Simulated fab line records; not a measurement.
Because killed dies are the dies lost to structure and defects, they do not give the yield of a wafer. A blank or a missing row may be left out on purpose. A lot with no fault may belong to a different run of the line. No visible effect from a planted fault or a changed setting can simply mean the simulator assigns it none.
The tool behind it: which one? | flow gf180mcu | 11 lots (33 wafers sampled), 1 step of a 602-step route

## WHAT THE GAUGES READ, wafer by wafer
GF_M2_THK_MEAS_06: measures by xrf.
lot  | measured     | on           | M2_ALCU_THK (nm)
L509 | day 19 12:09 | filmMetro-01 | 441 442 436
L513 | day 21 00:38 | filmMetro-03 | 440 446 444
L518 | day 23 04:43 | filmMetro-02 | 451 452 451
L520 | day 23 23:44 | filmMetro-02 | 448 447 443
L521 | day 24 13:47 | filmMetro-03 | 455 454 458
L522 | day 25 01:09 | filmMetro-03 | 444 445 450
L523 | day 25 06:08 | filmMetro-02 | 456 448 449
L524 | day 25 09:42 | filmMetro-02 | 445 438 442
L525 | day 25 13:02 | filmMetro-03 | 450 450 449
L526 | day 25 17:18 | filmMetro-01 | 443 446 448
L528 | day 26 10:44 | filmMetro-03 | 456 454 452

## EACH LOT AND THE TOOL THAT RAN IT (in order: tool; ch and the chambers of the sampled wafers; start)
The record shows no process step preceding these readings.

## THE ANSWER, worked out from the rows above alone
Rule: what is usual is taken from the lots themselves. Put in order of their means at a reading, lots are off if they are a third of the lots or fewer, leave a main group of 4 or more, and stand apart from it by a gap of 3 or more times the standard deviation of the main group's means; of several such gaps the widest counts. A main group whose means are all the same, to the digits that the tables above print for the reading, isn't used. Also off: a lot with no number at a reading for which 4 or more lots have one. Any other lot the step has rows for is counted as sound.
None of the lots is off at any reading shown; this tells nothing.

## WHAT THE SIMULATOR PUT IN
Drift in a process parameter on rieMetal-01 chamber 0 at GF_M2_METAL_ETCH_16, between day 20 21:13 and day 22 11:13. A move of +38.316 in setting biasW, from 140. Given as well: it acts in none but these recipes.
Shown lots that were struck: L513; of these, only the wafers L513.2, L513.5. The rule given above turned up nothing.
